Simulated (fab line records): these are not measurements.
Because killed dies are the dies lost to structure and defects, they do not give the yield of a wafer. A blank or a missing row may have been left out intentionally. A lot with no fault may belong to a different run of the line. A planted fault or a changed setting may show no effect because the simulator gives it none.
fab line records | flow sky130
[record] lots = 5 wafers = 15 last-day = 48
route steps=708 shown LDD_P@255 LDD_HVN@267 LDD_HVP@278
lots untouched by any fault: they come from a run of this same line in which no faults occurred
start-h: hours from the record's opening day to when the first of the lot's shown wafers began | wait-h: hours elapsed since this lot's preceding step | " as in the row above | L1.1+2: a row that stands for several wafers | - no value, or no start was given | * or withheld: withheld | < > ~ a bound
route shown NAME@n: names a module that has steps shown in the file, with the first one's number in the route | usual: average and standard deviation across the fault-free wafers | same: alike in all rows | chamber/n: place in a boat | sites: the reading at each site | _std_site: standard deviation of those values | _edge_site: outer sites' mean less inner sites' | radius-mm: how far each site lies from the wafer's centre | mask NAME#n: copy n | behind: the last tool/chamber to shape the wafer | hold: why the lot was held/for how many hours/how that ended | device: transistor that didn't switch, given as n, p or np | end of line: the same wafers' tests at the end of the route | for a step that has no rows: nothing shown but its recipe | killed: dies lost to structure and defects at the first sort, not the wafer's yield | map: the dies of a wafer, with x for killed, . for not killed, _ for no die there
set.NAME: the setting the step ran with; set.NAME@STEP: the setting that earlier step ran with | model.NAME: the simulator's own value behind a step, which no gauge read
lots at some steps of the route; a table a step, a row a wafer
services: when a tool's chamber went out of use (start-h, in hours from the record's first day, below 0 if earlier), for how many hours, and the reason
[[steps]]
[step SKY_LDD_P_DEHYDRATE_00]
[recipe] temp-c = 200 time-s = 60
// columns lot.wafer tool chamber start-h wait-h
L077.3+4+6 litho-track-02 0 440.20 14.6
L078.2+5+6 litho-track-03 0 453.63 15.2
L079.1+2+4 litho-track-03 0 461.65 14.8
L087.3+4+6 litho-track-03 0 527.35 14.5
L088.1+2+6 litho-track-04 0 543.23 14.8
[step SKY_LDD_P_HMDS_01]
[recipe] prime-time-s = 60 prime-temp-c = 120
// columns lot.wafer tool chamber start-h wait-h
L077.3+4+6 litho-track-02 0 440.35 0.1
L078.2+5+6 litho-track-03 0 453.78 0.1
L079.1+2+4 litho-track-03 0 461.80 0.1
L087.3+4+6 litho-track-03 0 527.50 0.1
L088.1+2+6 litho-track-04 0 543.38 0.1
[step SKY_LDD_P_COAT_02]
[recipe] resist = NOVOLAK spin-rpm = 3000 resist-thk-nm = 1140
// columns lot.wafer tool chamber start-h wait-h
L077.3+4+6 litho-track-02 0 440.50 0.1
L078.2+5+6 litho-track-03 0 453.93 0.1
L079.1+2+4 litho-track-03 0 461.95 0.1
L087.3+4+6 litho-track-03 0 527.65 0.1
L088.1+2+6 litho-track-04 0 543.53 0.1
[step SKY_LDD_P_SOFTBAKE_03]
[recipe] temp-c = 90 time-s = 60 resist = NOVOLAK
// columns lot.wafer tool chamber start-h wait-h
L077.3+4+6 litho-track-02 0 440.65 0.1
L078.2+5+6 litho-track-03 0 454.08 0.1
L079.1+2+4 litho-track-03 0 462.10 0.1
L087.3+4+6 litho-track-03 0 527.80 0.1
L088.1+2+6 litho-track-04 0 543.68 0.1
[step SKY_LDD_P_EXPOSE_04]
[recipe] mask-id = PSDM na = 0.6 source-shape = conventional sigma-outer = 0.6 polarization = unpolarized target-cd-nm = 380 dose-mj = 138
[usual] focus-offset-nm = 0.1/0.56
// columns lot.wafer tool chamber start-h wait-h mask focus-offset-nm
L077.3 iline-stepper-01 0 - - PSDM#0 0.2
L077.4 " 0 " " PSDM#0 -0.4
L077.6 " 0 " " PSDM#0 -0.7
L078.2 iline-stepper-01 0 - - PSDM#0 0.8
L078.5 " 0 " " PSDM#0 0.7
L078.6 " 0 " " PSDM#0 1.4
L079.1 iline-stepper-02 0 - - PSDM#0 -0.2
L079.2 " 0 " " PSDM#0 0.4
L079.4 " 0 " " PSDM#0 0.5
L087.3 iline-stepper-01 0 - - PSDM#0 0.3
L087.4 " 0 " " PSDM#0 1.2
L087.6 " 0 " " PSDM#0 1.0
L088.1 iline-stepper-01 0 - - PSDM#0 0.3
L088.2 " 0 " " PSDM#0 -0.3
L088.6 " 0 " " PSDM#0 0.4
[step SKY_LDD_P_PEB_05]
[recipe] temp-c = withheld time-s = * resist = NOVOLAK
// columns lot.wafer tool chamber start-h wait-h
L077.3+4+6 litho-track-04 0 - -
L078.2+5+6 litho-track-02 0 - -
L079.1+2+4 litho-track-02 0 - -
L087.3+4+6 litho-track-02 0 - -
L088.1+2+6 litho-track-02 0 - -
[step SKY_LDD_P_DEVELOP_06]
[recipe] resist = NOVOLAK developer = TMAH develop-time-s = 60 dev-temp-c = 23
[same] develop-time-s = 60
// columns lot.wafer tool chamber start-h wait-h
L077.3+4+6 litho-track-04 0 456.58 0.1
L078.2+5+6 litho-track-02 0 469.08 0.1
L079.1+2+4 litho-track-02 0 477.85 0.1
L087.3+4+6 litho-track-02 0 542.75 0.1
L088.1+2+6 litho-track-02 0 559.00 0.1
[step SKY_LDD_P_CD_MEAS_07]
[recipe] target-cd-nm = 380
[usual] cd-nm = 379.8/2
// columns lot.wafer tool chamber start-h wait-h cd-nm
L077.3 cd-sem-01 - 456.72 0.1 381.8
L077.4 " - " " 382.0
L077.6 " - " " 383.1
L078.2 cd-sem-02 - 469.22 0.1 379.0
L078.5 " - " " 381.4
L078.6 " - " " 381.9
L079.1 cd-sem-01 - 478.00 0.1 375.2
L079.2 " - " " 378.7
L079.4 " - " " 376.9
L087.3 cd-sem-02 - 542.89 0.1 379.0
L087.4 " - " " 380.0
L087.6 " - " " 378.1
L088.1 cd-sem-02 - 559.15 0.1 379.1
L088.2 " - " " 377.4
L088.6 " - " " 379.9
[step SKY_LDD_P_OVL_MEAS_08]
[usual] LDD_P_OVL = -0.8/1.6
// columns lot.wafer tool chamber start-h wait-h LDD_P_OVL[nm]
L077.3 overlay-01 - 456.81 0.1 -1.4
L077.4 " - " " -1.4
L077.6 " - " " 0.2
L078.2 overlay-01 - 469.33 0.1 0.5
L078.5 " - " " 1.6
L078.6 " - " " 0.6
L079.1 overlay-01 - 478.12 0.1 0.2
L079.2 " - " " -0.3
L079.4 " - " " 0.0
L087.3 overlay-01 - 542.99 0.1 -0.6
L087.4 " - " " -1.0
L087.6 " - " " -0.9
L088.1 overlay-01 - 559.27 0.1 -1.7
L088.2 " - " " -2.0
L088.6 " - " " -1.5
[step SKY_LDD_P_IMPLANT_09]
[recipe] species = BF2 energy-kev = 25 dose-cm2 = 1e+13 tilt-deg = withheld
[usual] beam-on-s = 10.00/0.19
// columns lot.wafer tool chamber start-h wait-h beam-on-s
L077.3 implanter-04 0 456.89 0.1 9.80
L077.4 " 0 " " 10.10
L077.6 " 0 " " 10.29
L078.2 implanter-02 0 469.38 0.0 10.15
L078.5 " 0 " " 9.77
L078.6 " 0 " " 10.31
L079.1 implanter-04 0 478.16 0.0 10.07
L079.2 " 0 " " 9.79
L079.4 " 0 " " 10.12
L087.3 implanter-02 0 543.06 0.1 10.02
L087.4 " 0 " " 9.90
L087.6 " 0 " " 9.83
L088.1 implanter-02 0 559.31 0.0 9.65
L088.2 " 0 " " 9.96
L088.6 " 0 " " 10.04
[step SKY_LDD_P_STRIP_10]
[recipe] chemistry = O2/N2 power-w = 1400 pressure-mtorr = 1500 platen-temp-c = withheld o2-flow-sccm = 3000 n2-flow-sccm = 300 overash-fraction = 0.5
[usual] drypump-motor-current-A = 5.45/0.13 oes-product-au = 0.715/0.0041 strip-time-to-endpoint-s = 14.17/0.036
// columns lot.wafer tool chamber start-h wait-h drypump-motor-current-A oes-product-au rf-hours-counter-h strip-time-to-endpoint-s
L077.3 plasma-asher-04 1 457.02 0.1 5.38 0.710 - 14.21
L077.4 " 0 " " 5.70 0.717 - 14.18
L077.6 " 1 " " 5.39 0.713 - 14.15
L078.2 plasma-asher-01 1 469.51 0.1 5.19 0.720 4 14.22
L078.5 " 1 " " 5.27 0.718 - 14.18
L078.6 " 0 " " 5.47 0.719 - 14.15
L079.1 plasma-asher-02 1 478.31 0.1 5.49 0.709 34 14.17
L079.2 " 0 " " 5.48 0.717 34 14.11
L079.4 " 0 " " 5.46 0.720 - 14.13
L087.3 plasma-asher-01 0 543.19 0.1 5.46 0.727 - 14.20
L087.4 " 1 " " 5.23 0.724 - 14.19
L087.6 " 1 " " 5.23 0.719 - 14.20
L088.1 plasma-asher-01 1 559.46 0.1 5.22 0.718 13 14.19
L088.2 " 0 " " 5.47 0.706 13 14.21
L088.6 " 0 " " 5.47 0.716 - 14.21
[step SKY_LDD_P_TW_MEAS_11]
[usual] LDD_P_TW = 634/3.8
// columns lot.wafer tool chamber start-h wait-h LDD_P_TW
L077.3 film-metro-02 - 457.11 0.1 631
L077.4 " - " " 631
L077.6 " - " " 630
L078.2 film-metro-04 - 469.62 0.1 636
L078.5 " - " " 634
L078.6 " - " " 636
L079.1 film-metro-02 - 478.41 0.1 629
L079.2 " - " " 626
L079.4 " - " " 626
L087.3 film-metro-02 - 543.28 0.1 627
L087.4 " - " " 630
L087.6 " - " " 630
L088.1 film-metro-04 - 559.56 0.1 636
L088.2 " - " " 634
L088.6 " - " " 634
[step SKY_LDD_HVN_DEHYDRATE_00]
[recipe] temp-c = 200 time-s = 60
// columns lot.wafer tool chamber start-h wait-h
L077.3+4+6 litho-track-01 0 471.64 14.5
L078.2+5+6 litho-track-04 0 484.56 14.9
L079.1+2+4 litho-track-03 0 492.70 14.3
L087.3+4+6 litho-track-03 0 558.00 14.7
L088.1+2+6 litho-track-03 0 574.05 14.5
[step SKY_LDD_HVN_HMDS_01]
[recipe] prime-time-s = 60 prime-temp-c = 120
// columns lot.wafer tool chamber start-h wait-h
L077.3+4+6 litho-track-01 0 471.79 0.1
L078.2+5+6 litho-track-04 0 484.71 0.1
L079.1+2+4 litho-track-03 0 492.85 0.1
L087.3+4+6 litho-track-03 0 558.15 0.1
L088.1+2+6 litho-track-03 0 574.20 0.1
[step SKY_LDD_HVN_COAT_02]
[recipe] resist = NOVOLAK spin-rpm = 3000 resist-thk-nm = 300
// columns lot.wafer tool chamber start-h wait-h
L077.3+4+6 litho-track-01 0 471.94 0.1
L078.2+5+6 litho-track-04 0 484.86 0.1
L079.1+2+4 litho-track-03 0 493.00 0.1
L087.3+4+6 litho-track-03 0 558.30 0.1
L088.1+2+6 litho-track-03 0 574.35 0.1
[step SKY_LDD_HVN_SOFTBAKE_03]
[recipe] temp-c = 90 time-s = 60 resist = NOVOLAK
// columns lot.wafer tool chamber start-h wait-h
L077.3+4+6 litho-track-01 0 472.09 0.1
L078.2+5+6 litho-track-04 0 485.01 0.1
L079.1+2+4 litho-track-03 0 493.15 0.1
L087.3+4+6 litho-track-03 0 558.45 0.1
L088.1+2+6 litho-track-03 0 574.50 0.1
[step SKY_LDD_HVN_EXPOSE_04]
[recipe] mask-id = HVNTM na = 0.6 source-shape = conventional sigma-outer = 0.6 polarization = unpolarized target-cd-nm = 700 dose-mj = 127
[usual] focus-offset-nm = 0.0/0.51
// columns lot.wafer tool chamber start-h wait-h mask focus-offset-nm
L077.3 iline-stepper-01 0 - - HVNTM#0 -0.8
L077.4 " 0 " " HVNTM#0 0.1
L077.6 " 0 " " HVNTM#0 -0.5
L078.2 iline-stepper-02 0 - - HVNTM#0 -0.1
L078.5 " 0 " " HVNTM#0 -0.7
L078.6 " 0 " " HVNTM#0 -0.4
L079.1 iline-stepper-01 0 - - HVNTM#0 -0.3
L079.2 " 0 " " HVNTM#0 0.7
L079.4 " 0 " " HVNTM#0 1.3
L087.3 iline-stepper-02 0 - - HVNTM#0 -0.1
L087.4 " 0 " " HVNTM#0 0.0
L087.6 " 0 " " HVNTM#0 -0.5
L088.1 iline-stepper-01 0 - - HVNTM#0 0.3
L088.2 " 0 " " HVNTM#0 -0.1
L088.6 " 0 " " HVNTM#0 -0.2
[step SKY_LDD_HVN_PEB_05]
[recipe] temp-c = withheld time-s = * resist = NOVOLAK
// columns lot.wafer tool chamber start-h wait-h
L077.3+4+6 litho-track-04 0 - -
L078.2+5+6 litho-track-04 0 - -
L079.1+2+4 litho-track-01 0 - -
L087.3+4+6 litho-track-03 0 - -
L088.1+2+6 litho-track-01 0 - -
[step SKY_LDD_HVN_DEVELOP_06]
[recipe] resist = NOVOLAK developer = TMAH develop-time-s = 60 dev-temp-c = 23
[same] develop-time-s = 60
// columns lot.wafer tool chamber start-h wait-h
L077.3+4+6 litho-track-04 0 487.18 0.1
L078.2+5+6 litho-track-04 0 500.11 0.1
L079.1+2+4 litho-track-01 0 508.54 0.1
L087.3+4+6 litho-track-03 0 573.60 0.1
L088.1+2+6 litho-track-01 0 589.09 0.1
[step SKY_LDD_HVN_OVL_MEAS_07]
[usual] LDD_HVN_OVL = -0.6/1.1
// columns lot.wafer tool chamber start-h wait-h LDD_HVN_OVL[nm]
L077.3 overlay-02 - 487.32 0.1 -3.9
L077.4 " - " " -1.2
L077.6 " - " " -0.4
L078.2 overlay-01 - 500.24 0.1 -0.9
L078.5 " - " " -1.2
L078.6 " - " " -1.6
L079.1 overlay-02 - 508.69 0.1 -0.7
L079.2 " - " " -1.3
L079.4 " - " " -1.0
L087.3 overlay-02 - 573.71 0.1 -0.3
L087.4 " - " " -0.8
L087.6 " - " " 0.2
L088.1 overlay-01 - 589.24 0.1 0.4
L088.2 " - " " -0.9
L088.6 " - " " -0.8
[step SKY_LDD_HVN_IMPLANT_08]
[recipe] species = P energy-kev = 60 dose-cm2 = 3e+13 tilt-deg = 40
[usual] beam-on-s = 9.99/0.19 tilt-deg = 39.996/0.02
// columns lot.wafer tool chamber start-h wait-h beam-on-s tilt-deg
L077.3 implanter-01 0 487.40 0.1 9.80 40.021
L077.4 " 0 " " 10.03 39.983
L077.6 " 0 " " 10.25 39.962
L078.2 implanter-02 0 500.29 0.0 9.85 40.019
L078.5 " 0 " " 9.81 40.000
L078.6 " 0 " " 9.86 39.985
L079.1 implanter-01 0 508.73 0.0 10.22 39.972
L079.2 " 0 " " 9.97 40.000
L079.4 " 0 " " 9.96 39.988
L087.3 implanter-02 0 573.79 0.1 9.92 40.003
L087.4 " 0 " " 9.69 40.017
L087.6 " 0 " " 10.49 40.015
L088.1 implanter-02 0 589.28 0.0 10.34 39.994
L088.2 " 0 " " 9.92 39.987
L088.6 " 0 " " 10.02 40.006
[step SKY_LDD_HVN_STRIP_09]
[recipe] chemistry = O2/N2 power-w = 1400 pressure-mtorr = 1500 platen-temp-c = withheld o2-flow-sccm = 3000 n2-flow-sccm = 300 overash-fraction = 0.5
[usual] drypump-motor-current-A = 5.51/0.2 oes-product-au = 0.408/0.0046 strip-time-to-endpoint-s = 4.137/0.014
// columns lot.wafer tool chamber start-h wait-h drypump-motor-current-A oes-product-au rf-hours-counter-h strip-time-to-endpoint-s
L077.3 plasma-asher-03 0 487.53 0.1 5.45 0.406 - 4.140
L077.4 " 1 " " 5.95 0.418 - 4.151
L077.6 " 1 " " 5.94 0.409 - 4.129
L078.2 plasma-asher-02 0 500.42 0.1 5.47 0.411 36 4.137
L078.5 " 1 " " 5.53 0.416 - 4.140
L078.6 " 0 " " 5.47 0.399 - 4.141
L079.1 plasma-asher-03 1 508.88 0.1 5.97 0.415 72 4.134
L079.2 " 0 " " 5.42 0.417 72 4.111
L079.4 " 1 " " 5.95 0.409 - 4.131
L087.3 plasma-asher-01 0 573.92 0.1 5.48 0.412 - 4.147
L087.4 " 1 " " 5.22 0.416 - 4.139
L087.6 " 1 " " 5.22 0.413 - 4.150
L088.1 plasma-asher-03 0 589.43 0.1 5.45 0.406 80 4.129
L088.2 " 1 " " 5.95 0.407 80 4.126
L088.6 " 0 " " 5.44 0.409 - 4.125
[step SKY_LDD_HVN_TW_MEAS_10]
[usual] LDD_HVN_TW = 1430/9.3
// columns lot.wafer tool chamber start-h wait-h LDD_HVN_TW
L077.3 film-metro-03 - 487.62 0.1 1421
L077.4 " - " " 1409
L077.6 " - " " 1414
L078.2 film-metro-03 - 500.53 0.1 1424
L078.5 " - " " 1416
L078.6 " - " " 1419
L079.1 film-metro-03 - 508.98 0.1 1426
L079.2 " - " " 1426
L079.4 " - " " 1425
L087.3 film-metro-02 - 574.01 0.1 1422
L087.4 " - " " 1415
L087.6 " - " " 1419
L088.1 film-metro-02 - 589.53 0.1 1426
L088.2 " - " " 1433
L088.6 " - " " 1426
[step SKY_LDD_HVP_DEHYDRATE_00]
[recipe] temp-c = 200 time-s = 60
// columns lot.wafer tool chamber start-h wait-h
L077.3+4+6 litho-track-03 0 502.55 14.9
L078.2+5+6 litho-track-02 0 515.28 14.7
L079.1+2+4 litho-track-03 0 523.50 14.5
L087.3+4+6 litho-track-02 0 588.00 14.0
L088.1+2+6 litho-track-01 0 604.04 14.5
[step SKY_LDD_HVP_HMDS_01]
[recipe] prime-time-s = 60 prime-temp-c = 120
// columns lot.wafer tool chamber start-h wait-h
L077.3+4+6 litho-track-03 0 502.70 0.1
L078.2+5+6 litho-track-02 0 515.43 0.1
L079.1+2+4 litho-track-03 0 523.65 0.1
L087.3+4+6 litho-track-02 0 588.15 0.1
L088.1+2+6 litho-track-01 0 604.19 0.1
[step SKY_LDD_HVP_COAT_02]
[recipe] resist = NOVOLAK spin-rpm = 3000 resist-thk-nm = 300
// columns lot.wafer tool chamber start-h wait-h
L077.3+4+6 litho-track-03 0 502.85 0.1
L078.2+5+6 litho-track-02 0 515.58 0.1
L079.1+2+4 litho-track-03 0 523.80 0.1
L087.3+4+6 litho-track-02 0 588.30 0.1
L088.1+2+6 litho-track-01 0 604.34 0.1
[step SKY_LDD_HVP_SOFTBAKE_03]
[recipe] temp-c = 90 time-s = 60 resist = NOVOLAK
// columns lot.wafer tool chamber start-h wait-h
L077.3+4+6 litho-track-03 0 503.00 0.1
L078.2+5+6 litho-track-02 0 515.73 0.1
L079.1+2+4 litho-track-03 0 523.95 0.1
L087.3+4+6 litho-track-02 0 588.45 0.1
L088.1+2+6 litho-track-01 0 604.49 0.1
[step SKY_LDD_HVP_EXPOSE_04]
[recipe] mask-id = HVPTM na = 0.6 source-shape = conventional sigma-outer = 0.6 polarization = unpolarized target-cd-nm = 700 dose-mj = 86
[usual] focus-offset-nm = 0.0/0.47
// columns lot.wafer tool chamber start-h wait-h mask focus-offset-nm
L077.3 iline-stepper-02 0 - - HVPTM#0 -0.4
L077.4 " 0 " " HVPTM#0 0.0
L077.6 " 0 " " HVPTM#0 -0.5
L078.2 iline-stepper-02 0 - - HVPTM#0 -0.3
L078.5 " 0 " " HVPTM#0 0.2
L078.6 " 0 " " HVPTM#0 0.8
L079.1 iline-stepper-01 0 - - HVPTM#0 -0.2
L079.2 " 0 " " HVPTM#0 -0.2
L079.4 " 0 " " HVPTM#0 -0.1
L087.3 iline-stepper-02 0 - - HVPTM#0 -0.5
L087.4 " 0 " " HVPTM#0 -0.8
L087.6 " 0 " " HVPTM#0 0.0
L088.1 iline-stepper-02 0 - - HVPTM#0 -0.9
L088.2 " 0 " " HVPTM#0 -1.5
L088.6 " 0 " " HVPTM#0 -0.4
[step SKY_LDD_HVP_PEB_05]
[recipe] temp-c = withheld time-s = * resist = NOVOLAK
// columns lot.wafer tool chamber start-h wait-h
L077.3+4+6 litho-track-01 0 - -
L078.2+5+6 litho-track-03 0 - -
L079.1+2+4 litho-track-03 0 - -
L087.3+4+6 litho-track-01 0 - -
L088.1+2+6 litho-track-01 0 - -
[step SKY_LDD_HVP_DEVELOP_06]
[recipe] resist = NOVOLAK developer = TMAH develop-time-s = 60 dev-temp-c = 23
[same] develop-time-s = 60
// columns lot.wafer tool chamber start-h wait-h
L077.3+4+6 litho-track-01 0 518.49 0.1
L078.2+5+6 litho-track-03 0 530.62 0.1
L079.1+2+4 litho-track-03 0 539.50 0.1
L087.3+4+6 litho-track-01 0 603.59 0.1
L088.1+2+6 litho-track-01 0 618.99 0.1
[[services]]
// columns tool chamber start-h hours kind
implanter-04 - 418.78 1.2 repair
plasma-asher-01 - 421.25 9.0 pm
plasma-asher-01 0 421.25 10.6 vent-cycle
plasma-asher-01 1 421.25 10.6 vent-cycle
iline-stepper-02 - 428.59 1.7 pm
plasma-asher-01 - 429.01 2.8 repair
iline-stepper-01 - 444.36 4.4 repair
plasma-asher-02 - 445.45 1.6 repair
implanter-01 - 455.50 3.4 repair
plasma-asher-02 - 484.70 1.3 repair
iline-stepper-02 - 520.88 2.1 pm
iline-stepper-02 - 522.97 - consumable-replace:lamp
iline-stepper-02 - 539.70 2.0 repair
implanter-01 - 540.55 13.9 pm
implanter-04 - 550.88 2.7 repair
implanter-01 - 559.30 5.8 repair
implanter-02 - 573.96 10.2 repair
plasma-asher-02 - 580.76 0.4 repair
iline-stepper-01 - 581.38 1.7 pm
implanter-04 - 592.85 11.3 repair
iline-stepper-02 - 596.16 5.0 repair
implanter-02 - 598.95 2.6 repair
iline-stepper-01 - 604.19 4.4 pm
implanter-02 - 615.45 2.2 repair
[[key]]
fault none
